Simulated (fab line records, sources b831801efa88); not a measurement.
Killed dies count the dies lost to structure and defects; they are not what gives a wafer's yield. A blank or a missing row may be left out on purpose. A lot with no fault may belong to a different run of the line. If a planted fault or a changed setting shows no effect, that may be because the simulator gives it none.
Code-filled problem report in 8D (eight disciplines) form :: flow gf180mcu :: the parts of the form that need people (team, actions taken, sign-off) are left out

== 1. THE ISSUE ==
Mean of beamEnergyKeV at GF_VT_IMPLANT_IMPLANT_41: 65.788 across 6 wafers in 2 lots; on wafers with no fault it is 69.996 (standard deviation 0.021). That is -99 or more standard deviations from the usual mean.
The first sign was on wafer L514.1 at day 10 03:14, on implanter-04. Wafers with a number at this step in the record: 18, from 6 lots. Rule for "out", or "out of limits": more than 4 standard deviations from the usual mean. The other wafers with a number count as sound.

== 2. WHAT THIS IS AND IS NOT ==
question: which readings at this step
is: beamEnergyKeV
is not: -

question: which lots
is: L514, L516
is not: L506, L509, L517, L524

question: which wafers of those lots
is: all that have a number
is not: -

question: read on which tools
is: implanter-04
is not: implanter-01, implanter-02

question: when
is: from day 10 03:14
is not: up to then (6 sound wafers); but 6 sound wafers of L517, L524 came after

== 3. WHAT RULES OUT EACH SUSPECT ==
Counting: a tool stays on the suspect list if, at a process step up to the reading, it processed all lots that are out and no sound lot following the first of them.
- plasmaAsher-01 at GF_VT_IMPLANT_STRIP_31 (strips in O2/N2): kept. It processed each lot that is out, first L514 at day 9 09:50, and no sound lot thereafter; up to then, the last sound lot it processed was L506 at day 7 09:13.
- implanter-04 at GF_VT_IMPLANT_IMPLANT_41: kept. It processed each lot that is out, first L514 at day 10 03:14, and no sound lot thereafter; up to then, the last sound lot it processed was L509 at day 8 18:43. Its own beamEnergyKeV readings are out on those wafers.
What counting leaves: plasmaAsher-01 at GF_VT_IMPLANT_STRIP_31 and implanter-04 at GF_VT_IMPLANT_IMPLANT_41.

== 4. THE CAUSE (what the simulator had put in) ==
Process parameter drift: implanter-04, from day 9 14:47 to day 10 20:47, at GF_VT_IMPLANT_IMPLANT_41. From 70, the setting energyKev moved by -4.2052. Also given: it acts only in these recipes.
Counting leaves 2 suspects; this tool is one of them.

== 5. THE EFFECT CHAIN, in route order ==
Each row: a reading where the mean over the struck wafers with a number is more than 3 standard deviations away from the usual. Readings are gone through only where the record gives a usual standard deviation; hours: the median, over the lots, of the time from a lot's start at the first step in this table giving one to that lot's start at this step; sigmas: the change measured in usual standard deviations.
hours: 0
step: GF_VT_IMPLANT_IMPLANT_41
reading: beamEnergyKeV
usual: 69.996
on struck wafers: 65.788
change: -4.208
sigmas: -99 or more
Process steps it contains:
- GF_VT_IMPLANT_IMPLANT_41

== 6. WHAT WOULD HAVE CAUGHT IT SOONER ==
First out-of-limits reading in this record: day 10 03:14, which is 12 hours after fault onset at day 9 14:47.
